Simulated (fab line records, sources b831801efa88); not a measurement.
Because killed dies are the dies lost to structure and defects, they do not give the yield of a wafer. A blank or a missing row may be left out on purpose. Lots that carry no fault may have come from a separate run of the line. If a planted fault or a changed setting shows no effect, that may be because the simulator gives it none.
Problem report, 8D (eight disciplines) form, completed by code | flow gf180mcu | the parts of the form that need people (team, actions taken, sign-off) are left out

== 1. PROBLEM STATEMENT ==
MVSD_TW at GF_MVSD_TW_MEAS_11 reads a mean of 1748 on 6 wafers of 2 lots; wafers without a fault read 1575 with a standard deviation of 20. That is +8.6 standard deviations from the usual mean.
First seen on wafer L746.1, day 6 03:46, on filmMetro-04. The record holds 36 wafers of 12 lots with a number at this step. The rule behind "out" and "out of limits": a value lying over 4 standard deviations away from the usual mean. The other wafers with a number count as sound.

== 2. WHAT THIS IS AND IS NOT ==
question                    | is                         | is not
which readings at this step | MVSD_TW                    | -
which lots                  | L746, L750                 | L740, L741, L742, L748, L749, L752, L756, L758, L760, L761
which wafers of those lots  | all that have a number     | -
read on which gauges        | filmMetro-01, filmMetro-04 | filmMetro-03
when                        | from day 6 03:46           | up to then (9 sound wafers); but 21 sound wafers of L748, L749, L752, L756, L758, L760, L761 came after

== 3. SUSPECTS, AND WHAT RULES EACH OUT ==
Counting: a tool at any process step up to the reading remains a suspect when it ran all the lots that are out and ran no sound lot after the first of those.
- ruled out: the gauge at GF_MVSD_TW_MEAS_11. Those wafers that are out were read across 2 gauges (filmMetro-01, filmMetro-04).
- implanter-02 at GF_MVSD_IMPLANT_08: ruled out as a lasting fault. Sound lots L760, L761 ran on it after its first lot that is out, L746 (day 6 03:22).
Left after counting: nothing in the record.

== 4. THE CAUSE (what the simulator had put in) ==
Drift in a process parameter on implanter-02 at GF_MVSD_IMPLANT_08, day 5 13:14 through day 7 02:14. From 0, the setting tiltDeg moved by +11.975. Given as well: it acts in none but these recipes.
It was ruled out by counting, in error; the rule expects a fault to strike all lots run on its tool from its start on, and this fault did not.

== 5. SEQUENCE OF EFFECTS, ordered by route ==
Rows list readings where the struck wafers' mean (over those with a number) sits beyond 3 standard deviations from the usual. Only readings whose record carries a usual standard deviation are examined. hours: median over the lots of the time between each lot's start at the first step of this table that gives one and its start at this step. sigmas: the change, counted in usual standard deviations.
hours | step               | reading | usual         | on struck wafers | change  | sigmas
0     | GF_MVSD_IMPLANT_08 | tiltDeg | 0.000 degrees | 11.979           | +11.979 | +99 or more
0     | GF_MVSD_TW_MEAS_11 | MVSD_TW | 1575          | 1748             | +172    | +8.6
It contains these process steps:
- GF_MVSD_IMPLANT_08
Readings that are blank on the struck wafers while sound wafers have them: MVSD_RS at GF_VT_IMPLANT_RS_MEAS_46.
At these later measuring or inspecting steps, every struck wafer for which the step has a row has a number for every such reading, and none has moved that far: GF_DUAL_GATE_THK_MEAS_03.

== 6. HOW IT WOULD HAVE BEEN CAUGHT EARLIER ==
The first out-of-limits reading at a measuring or inspecting step in this record came at day 6 03:46, 15 hours after the fault's start at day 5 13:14.
The tool's own readings at GF_MVSD_IMPLANT_08 were out on every struck wafer that the step has a row for (tiltDeg): an alarm limit on them would have fired on the first of those.
